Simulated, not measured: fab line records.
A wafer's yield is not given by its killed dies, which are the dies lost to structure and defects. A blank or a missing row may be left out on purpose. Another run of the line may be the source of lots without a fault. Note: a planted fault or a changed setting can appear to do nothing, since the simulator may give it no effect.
Tool commonality check | flow sky130 | 13 lots, 39 wafers sampled

## WHAT PROMPTED THE OPENING
At SKY_SONOS_ONO_THK_MEAS_01 the reading SONOS_ONO_OXIDATION_THK is flagged on 2 of 13 lots. Fault-free wafers read 2.61 nm, with a standard deviation of 0.059.
Rule: a lot is flagged when every wafer of it that has a number lies more than 4 standard deviations from that mean, or none has a number. As for the other lots, they are considered sound.

lot  | measured     | on            | SONOS_ONO_OXIDATION_THK (nm), wafer by wafer | flag
L924 | day 12 03:16 | film-metro-03 | 2.55 2.60 2.58                               |
L925 | day 12 17:51 | film-metro-02 | 2.69 2.80 2.68                               |
L928 | day 13 16:22 | film-metro-03 | 2.50 2.56 2.56                               |
L929 | day 14 02:38 | film-metro-02 | 2.11 2.16 2.17                               | FLAGGED
L930 | day 14 03:58 | film-metro-01 | 2.22 2.23 2.32                               | FLAGGED
L937 | day 16 09:39 | film-metro-02 | 2.57 2.51 2.54                               |
L938 | day 16 20:09 | film-metro-03 | 2.54 2.63 2.59                               |
L939 | day 17 04:38 | film-metro-03 | 2.61 2.68 2.67                               |
L940 | day 17 14:35 | film-metro-02 | 2.67 2.66 2.68                               |
L941 | day 17 22:57 | film-metro-02 | 2.54 2.61 2.63                               |
L942 | day 18 07:02 | film-metro-02 | 2.68 2.68 2.61                               |
L943 | day 18 12:46 | film-metro-03 | 2.76 2.71 2.65                               |
L944 | day 18 19:41 | film-metro-01 | 2.56 2.67 2.61                               |
The mean of the flagged lots' numbers is 2.20 nm, -0.41 nm from the usual (-7 standard deviations).

## WHICH TOOL RAN EACH LOT
The record keeps 1 process step preceding the reading, out of 708 steps on the route. Cell contents, in order: the tool; ch with the chambers the sampled wafers went through; the start.
lot  | flag    | SKY_SONOS_ONO_OXIDATION_00
L924 |         | furnace-01 ch 0, day 12 01:53
L925 |         | furnace-01 ch 0, day 12 16:31
L928 |         | furnace-02 ch 0, day 13 15:01
L929 | FLAGGED | furnace-01 ch 0, day 14 01:16
L930 | FLAGGED | furnace-01 ch 0, day 14 02:37
L937 |         | furnace-02 ch 0, day 16 08:16
L938 |         | furnace-01 ch 0, day 16 18:49
L939 |         | furnace-02 ch 0, day 17 03:18
L940 |         | furnace-01 ch 0, day 17 13:14
L941 |         | furnace-01 ch 0, day 17 21:35
L942 |         | furnace-02 ch 0, day 18 05:40
L943 |         | furnace-02 ch 0, day 18 11:25
L944 |         | furnace-02 ch 0, day 18 18:20
These steps, and what they do:
- SKY_SONOS_ONO_OXIDATION_00: stabilise 600 s, purge 300 s, target thk 2.6 nm.
- SKY_SONOS_ONO_THK_MEAS_01

## FLAGGED AGAINST TOTAL, ONE TOOL AT A TIME (gauges that did the reading follow at the end)
step                       | tool          | lots run | flagged | share of the flagged lots | sound lots run after its first flagged lot
SKY_SONOS_ONO_OXIDATION_00 | furnace-01    | 7        | 2       | all                       | 3 (L938,L940,L941)
SKY_SONOS_ONO_OXIDATION_00 | furnace-02    | 6        | 0       | none                      | -
SKY_SONOS_ONO_THK_MEAS_01  | film-metro-01 | 2        | 1       | some                      | 1 (L944)
SKY_SONOS_ONO_THK_MEAS_01  | film-metro-02 | 6        | 1       | some                      | 4 (L937,L940,L941,L942)
SKY_SONOS_ONO_THK_MEAS_01  | film-metro-03 | 5        | 0       | none                      | -

## WHAT THE TABLE PERMITS
All flagged lots share 1 row of the table, namely furnace-01 at SKY_SONOS_ONO_OXIDATION_00.
- furnace-01 at SKY_SONOS_ONO_OXIDATION_00 ran 7 lots, 2 of them flagged. Sound lots followed the first flagged one (L938, L940, L941) on it, something a lasting fault affecting the whole tool could not allow.
No row of the table ran every flagged lot and no sound lot after the first.

## WHAT THE SIMULATOR HAD INSERTED
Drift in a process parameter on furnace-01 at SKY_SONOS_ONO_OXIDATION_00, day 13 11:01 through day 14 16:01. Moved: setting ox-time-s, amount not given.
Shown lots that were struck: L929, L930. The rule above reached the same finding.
